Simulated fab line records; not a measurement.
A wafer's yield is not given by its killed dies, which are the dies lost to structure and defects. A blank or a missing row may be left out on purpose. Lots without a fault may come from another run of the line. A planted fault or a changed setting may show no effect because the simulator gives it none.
Which tool did it? | flow sky130 | route of 708 steps, sampled at 1 step: 6 lots, 18 wafers

WHAT THE GAUGES READ, wafer by wafer
SKY_VIA4_THK_MEAS_20: measures by xrf.
lot  | measured     | on            | VIA4_W_THK (nm)
L837 | day 43 12:02 | film_metro-02 | 516 516 514
L840 | day 44 01:34 | film_metro-02 | 515 511 508
L842 | day 45 01:33 | film_metro-03 | 516 505 518
L851 | day 47 02:40 | film_metro-04 | 504 508 507
L854 | day 47 16:28 | film_metro-03 | 511 508 512
L857 | day 48 09:56 | film_metro-02 | 514 517 521

EACH LOT AND THE TOOL THAT RAN IT (in order: tool; ch and the chambers of the sampled wafers; start)
Record: no process step prior to these readings.

THE ANSWER, worked out from the rows above alone
Rule: what is usual is taken from the lots themselves. The widest of any qualifying gaps counts: lots, ordered by their means at a reading, are off when they make up no more than a third of the lots, leave a main group of 4 or more, and stand apart from it by 3 or more times the standard deviation of that group's means. The tables above print the reading to a certain number of digits; a main group whose means all agree to those digits is not used. Also off: a lot with no number at a reading for which 4 or more lots have one. All remaining lots with rows at the step are treated as sound.
Nothing can be told from this: no lot is off at any reading shown.

WHAT WAS PUT IN BY THE SIMULATOR
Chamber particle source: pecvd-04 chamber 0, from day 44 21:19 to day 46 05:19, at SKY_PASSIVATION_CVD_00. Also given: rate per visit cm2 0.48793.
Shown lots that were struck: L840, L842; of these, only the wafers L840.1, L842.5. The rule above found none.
